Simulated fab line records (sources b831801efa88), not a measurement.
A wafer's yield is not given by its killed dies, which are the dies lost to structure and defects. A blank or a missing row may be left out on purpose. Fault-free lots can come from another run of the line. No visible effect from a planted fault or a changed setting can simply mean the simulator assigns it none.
Which tool is to blame? | flow gf180mcu | 11 lots with 33 wafers sampled at 2 steps, on a route of 602 steps

== WHAT THE GAUGES READ, wafer by wafer ==
GF_MIM_THK_MEAS_06.
lot  | measured     | on           | MIM_CVD_05_THK (nm)
L792 | day 24 10:43 | filmMetro-03 | 41.2 41.1 42.1
L803 | day 28 04:43 | filmMetro-01 | 41.1 42.2 42.2
L804 | day 28 09:55 | filmMetro-03 | 41.8 43.0 42.7
L805 | day 28 16:18 | filmMetro-03 | 42.0 42.9 43.0
L806 | day 28 22:22 | filmMetro-01 | 42.3 42.8 43.0
L809 | day 30 05:15 | filmMetro-01 | 42.0 42.5 42.2
L810 | day 30 13:40 | filmMetro-01 | 41.7 41.1 41.6
L812 | day 30 23:51 | filmMetro-01 | 41.2 41.4 41.1
L813 | day 31 03:52 | filmMetro-03 | 42.8 42.7 42.0
L814 | day 31 06:46 | filmMetro-01 | 41.8 42.7 42.5
L815 | day 31 10:33 | filmMetro-04 | 41.3 41.0 41.6

== EACH LOT AND THE TOOL THAT RAN IT (in order: tool; ch and the chambers of the sampled wafers; start) ==
lot  | GF_V1_STRIP_18
L792 | plasmaAsher-03 ch 0,1, day 18 03:34
L803 | plasmaAsher-03 ch 0,1, day 22 10:44
L804 | plasmaAsher-03 ch 0,1, day 22 17:20
L805 | plasmaAsher-04 ch 0,1, day 23 01:07
L806 | plasmaAsher-04 ch 0,1, day 23 07:14
L809 | plasmaAsher-02 ch 0,1, day 24 08:52
L810 | plasmaAsher-04 ch 0,1, day 25 04:31
L812 | plasmaAsher-02 ch 0,1, day 25 16:01
L813 | plasmaAsher-03 ch 0,1, day 25 19:59
L814 | plasmaAsher-02 ch 0,1, day 26 00:31
L815 | plasmaAsher-02 ch 0,1, day 26 05:49
- GF_V1_STRIP_18: strips in O2/N2.

== THE ANSWER, worked out from the rows above alone ==
Rule: the lots themselves supply what counts as usual. Put in order of their means at a reading, lots are off if they are a third of the lots or fewer, leave a main group of 4 or more, and stand apart from it by a gap of 3 or more times the standard deviation of the main group's means; of several such gaps the widest counts. A main group is skipped when, at the precision printed for the reading in the tables above, its means are all equal. A lot without any number at a reading at which 4 lots or more have one is off too. Where the step has rows for the other lots, those lots are counted as sound.
No lot is off on any of the readings shown, so nothing can be concluded from this.

== WHAT THE SIMULATOR PUT IN ==
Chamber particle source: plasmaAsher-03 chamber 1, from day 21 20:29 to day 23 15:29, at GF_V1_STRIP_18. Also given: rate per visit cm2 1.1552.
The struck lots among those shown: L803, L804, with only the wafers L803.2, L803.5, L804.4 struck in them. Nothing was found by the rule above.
